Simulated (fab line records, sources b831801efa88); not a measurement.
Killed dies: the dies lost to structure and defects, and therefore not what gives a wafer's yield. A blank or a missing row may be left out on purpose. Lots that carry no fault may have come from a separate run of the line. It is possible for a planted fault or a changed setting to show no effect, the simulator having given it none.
The tool behind it: which one? -- flow sky130 -- 15 lots (45 wafers sampled), 1 step of a 708-step route

== WHAT THE GAUGES READ, wafer by wafer ==
SKY_LI_CONTACT_THK_MEAS_23: measures by xrf. Usual: for LI_CONTACT_W_THK the level is 394 nm and the standard deviation is 5.1.
lot,measured,on,LI_CONTACT_W_THK (nm),flag
L680,day 29 01:25,film_metro-03,389 383 387,
L681,day 29 17:49,film_metro-04,392 395 390,
L683,day 30 05:35,film_metro-04,390 393 399,
L684,day 30 08:37,film_metro-01,383 389 388,
L685,day 31 07:17,film_metro-04,403 401 406,
L686,day 31 10:37,film_metro-04,403 391 399,
L687,day 31 15:35,film_metro-03,392 393 394,
L689,day 32 09:13,film_metro-03,391 387 398,
L690,day 32 12:27,film_metro-03,392 393 387,
L695,day 34 07:21,film_metro-04,385 386 397,
L696,day 34 13:37,film_metro-04,402 404 410,
L697,day 34 21:42,film_metro-03,390 388 391,
L701,day 36 01:41,film_metro-04,396 397 397,
L702,day 36 10:49,film_metro-01,390 389 390,
L703,day 36 13:08,film_metro-03,392 393 393,

== EACH LOT AND THE TOOL THAT RAN IT (in order: tool; ch and the chambers of the sampled wafers; start) ==
The record holds no process step before these readings.

== WHAT THE TOOLS THEMSELVES READ (means of the sampled wafers that have a number; where no wafer has one, the mark that the record gives instead) ==
The record holds no such reading with a usual standard deviation.

== THE ANSWER, worked out from the rows above alone ==
Rule: a lot counts as off when the mean over its wafers that have a number is more than 3 standard deviations away from the usual mean. Also off: a lot with no number at a reading for which 4 or more lots have one. The other lots that the step has rows for count as sound. After the gauges, taken in route order, come the tools' own readings; for these a lot's mean is taken, as printed above. At the first step where some lot is off, the reading lying furthest off is the one used; lots without a number count as furthest.
No lot is off on any of the readings shown, so nothing can be concluded from this.

== WHAT THE SIMULATOR PUT IN ==
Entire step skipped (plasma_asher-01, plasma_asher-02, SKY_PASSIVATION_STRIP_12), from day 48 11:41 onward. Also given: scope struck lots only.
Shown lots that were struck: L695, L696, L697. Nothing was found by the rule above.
